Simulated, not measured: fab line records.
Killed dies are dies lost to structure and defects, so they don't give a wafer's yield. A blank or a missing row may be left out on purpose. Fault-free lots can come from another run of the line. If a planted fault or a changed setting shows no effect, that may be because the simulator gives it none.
Lot-split experiment + flow gf180mcu + 23 wafers read across 5 lots, on a route 602 steps long

== ON THE SPLIT ==
At GF_V3_COAT_09 (resist thk 1000 nm), the setting resist-thk-nm was moved away from the recipe's 1000 nm on 7 of the 23 wafers read, by -4.6% to +3.6%. For the rest of the wafers, this setting stayed at what the recipe calls for.

The reading comes from the split's own step.

== THE READING ==
KrF_of_V3_COAT_09.thk-nm (the simulator's own value, which no gauge read), in nm, at GF_V3_COAT_09 (resist thk 1000 nm). There is no usual value for it anywhere in the file. Here, 16 wafers ran the recipe; their average is 1003.1 nm with a standard deviation of 3.3 nm.

| wafer  | tool, chamber at the split | resist-thk-nm as run, nm | against the recipe | KrF_of_V3_COAT_09.thk-nm, nm | against lot-mates on the recipe |
|--------|----------------------------|--------------------------|--------------------|------------------------------|---------------------------------|
| L074.1 | litho-track-01, 0          | 1000                     | recipe             | 1007                         | -                               |
| L074.2 | litho-track-01, 0          | 954.1                    | -4.6%              | 959.6                        | -46.7                           |
| L074.3 | litho-track-01, 0          | 1000                     | recipe             | 1009                         | -                               |
| L074.4 | litho-track-01, 0          | 954.1                    | -4.6%              | 961                          | -45.3                           |
| L074.6 | litho-track-01, 0          | 1000                     | recipe             | 1003                         | -                               |
| L077.1 | litho-track-02, 0          | 1000                     | recipe             | 998.3                        | -                               |
| L077.2 | litho-track-02, 0          | 1000                     | recipe             | 1000                         | -                               |
| L077.5 | litho-track-02, 0          | 1000                     | recipe             | 1000                         | -                               |
| L077.4 | litho-track-02, 0          | 1000                     | recipe             | 998                          | -                               |
| L077.6 | litho-track-02, 0          | 1000                     | recipe             | 999.9                        | -                               |
| L081.2 | litho-track-01, 0          | 1000                     | recipe             | 1002                         | -                               |
| L081.4 | litho-track-01, 0          | 1000                     | recipe             | 1002                         | -                               |
| L081.6 | litho-track-01, 0          | 1000                     | recipe             | 1003                         | -                               |
| L082.1 | litho-track-04, 0          | 1000                     | recipe             | 1007                         | -                               |
| L082.3 | litho-track-04, 0          | 1000                     | recipe             | 1007                         | -                               |
| L082.4 | litho-track-04, 0          | 1036                     | +3.6%              | 1039                         | +32.3                           |
| L082.5 | litho-track-04, 0          | 1036                     | +3.6%              | 1041                         | +34.3                           |
| L082.6 | litho-track-04, 0          | 1000                     | recipe             | 1006                         | -                               |
| L085.1 | litho-track-04, 0          | 965                      | -3.5%              | 966.5                        | -37.0                           |
| L085.2 | litho-track-04, 0          | 965                      | -3.5%              | 967.5                        | -36.0                           |
| L085.3 | litho-track-04, 0          | 1000                     | recipe             | 1004                         | -                               |
| L085.4 | litho-track-04, 0          | 965                      | -3.5%              | 970.1                        | -33.4                           |
| L085.6 | litho-track-04, 0          | 1000                     | recipe             | 1003                         | -                               |

THE FIT
A straight line over all 23 wafers: KrF_of_V3_COAT_09.thk-nm changes by +9.82 nm for each +1% of resist-thk-nm; r = +0.99; the points scatter about the line by 3.1 nm.
The same after taking each lot's own level away (the mean of its wafers on the recipe; 23 wafers): +9.83 nm for each +1%; r = +1.00; scatter 1.5 nm.
Per that fit: largest resist-thk-nm move, reading shift of 45 nm.
The span of the lots' own levels, 999.24 to 1006.67 nm, comes to 2.3 times the standard deviation stated above.
Hence the lot-to-lot level has little effect on the slope; both slopes agree.
Check: with one of the wafers moved furthest among these (-4.6%) left out of the fit, the line predicts -45.2 nm for it against its lot-mates. It came out at -46.7 nm against them.

== OTHER SPLITS ON THESE WAFERS ==
These wafers also went through other splits before the reading. Each is held against what the fit with the lots' levels taken away leaves over:
| other split on the same wafers       | wafers away from the commonest value | r with KrF_of_V3_COAT_09.thk-nm (lot level and that fit taken away) |
|--------------------------------------|--------------------------------------|---------------------------------------------------------------------|
| GF_M1_SPUTTER_01 power-w             | 5                                    | +0.15                                                               |
| GF_M1_EXPOSE_11 dose-mj              | 9                                    | +0.12                                                               |
| GF_M1_METAL_ETCH_16 bias-w           | 6                                    | +0.35                                                               |
| GF_V1_COAT_09 resist-thk-nm          | 8                                    | +0.29                                                               |
| GF_V1_SPUTTER_21 chamber-pressure-pa | 15                                   | +0.18                                                               |
| GF_M2_SPUTTER_02 power-w             | 8                                    | +0.19                                                               |
| GF_V2_CVD_00 sih4-flow-sccm          | 8                                    | +0.12                                                               |
| GF_V3_CVD_00 sih4-flow-sccm          | 8                                    | +0.19                                                               |

== THE FILE'S OWN FIT ==
KrF_of_V3_COAT_09.thk-nm changes by +9.86 nm for each +1% of resist-thk-nm, r = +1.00.
